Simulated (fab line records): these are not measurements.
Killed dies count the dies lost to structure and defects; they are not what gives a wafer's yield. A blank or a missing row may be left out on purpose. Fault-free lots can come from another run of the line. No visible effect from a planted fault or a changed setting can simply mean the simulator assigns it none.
A single fault, viewed from 2 desks || flow gf180mcu || what lay behind the numbers comes last; until then each desk has only its own

## THE METROLOGY DESK
Means of the sampled wafers that have a number, per lot and without regard to the tool the lot ran on: this is what the gauges read. Marked OUT: a lot whose mean sits more than 4 standard deviations from the usual mean, which makes it out of limits; the brackets give that distance.
Columns: A = V5_OVL at GF_V5_OVL_MEAS_15, usual -1 nm
{"lot": "L445", "first seen here": "day 27 22:01", "A": 2}
{"lot": "L446", "first seen here": "day 27 22:58", "A": -1}
{"lot": "L447", "first seen here": "day 28 07:12", "A": -1}
{"lot": "L448", "first seen here": "day 28 18:55", "A": 3}
{"lot": "L450", "first seen here": "day 29 13:01", "A": -7}
{"lot": "L451", "first seen here": "day 29 21:00", "A": 6}
{"lot": "L453", "first seen here": "day 30 02:36", "A": 1}
{"lot": "L454", "first seen here": "day 30 05:42", "A": -4}
{"lot": "L456", "first seen here": "day 31 05:58", "A": 4}
{"lot": "L455", "first seen here": "day 31 06:51", "A": -8}
{"lot": "L457", "first seen here": "day 31 09:57", "A": -1}
{"lot": "L458", "first seen here": "day 31 14:00", "A": -1}
{"lot": "L467", "first seen here": "day 33 16:21", "A": -1}
{"lot": "L468", "first seen here": "day 33 17:06", "A": -1}
This desk's finding: nothing out of limits on any of the 14 lots.

## FOR THE TOOL OWNER'S DESK: hdpcvd-01
The tool's own readings at GF_CONTACT_CVD_00 (deposits SiO2, target thk 300 nm, time 50 s): means of the sampled wafers that have a number, for each lot that ran on this tool. Marked OUT: a lot whose mean sits more than 4 standard deviations from the usual mean, which makes it out of limits; the brackets give that distance.
Columns: A = sih4-flow-sccm at GF_CONTACT_CVD_00, usual 59.98 sccm
{"lot": "L448", "first seen here": "day 16 19:33", "A": 59.79}
{"lot": "L450", "first seen here": "day 17 04:10", "A": 60.03}
{"lot": "L453", "first seen here": "day 18 09:40", "A": 59.93}
{"lot": "L454", "first seen here": "day 18 14:17", "A": 60.08}
{"lot": "L455", "first seen here": "day 19 14:07", "A": 59.86}
{"lot": "L456", "first seen here": "day 19 16:01", "A": 60.00}
{"lot": "L457", "first seen here": "day 19 23:46", "A": 60.10}
This desk's finding: nothing out of limits on any of the 7 lots.

## BROUGHT TOGETHER
Metrology desk: nothing out of limits seen.
The tool owner's desk saw nothing out of limits.

## WHAT THE SIMULATOR HAD INSERTED
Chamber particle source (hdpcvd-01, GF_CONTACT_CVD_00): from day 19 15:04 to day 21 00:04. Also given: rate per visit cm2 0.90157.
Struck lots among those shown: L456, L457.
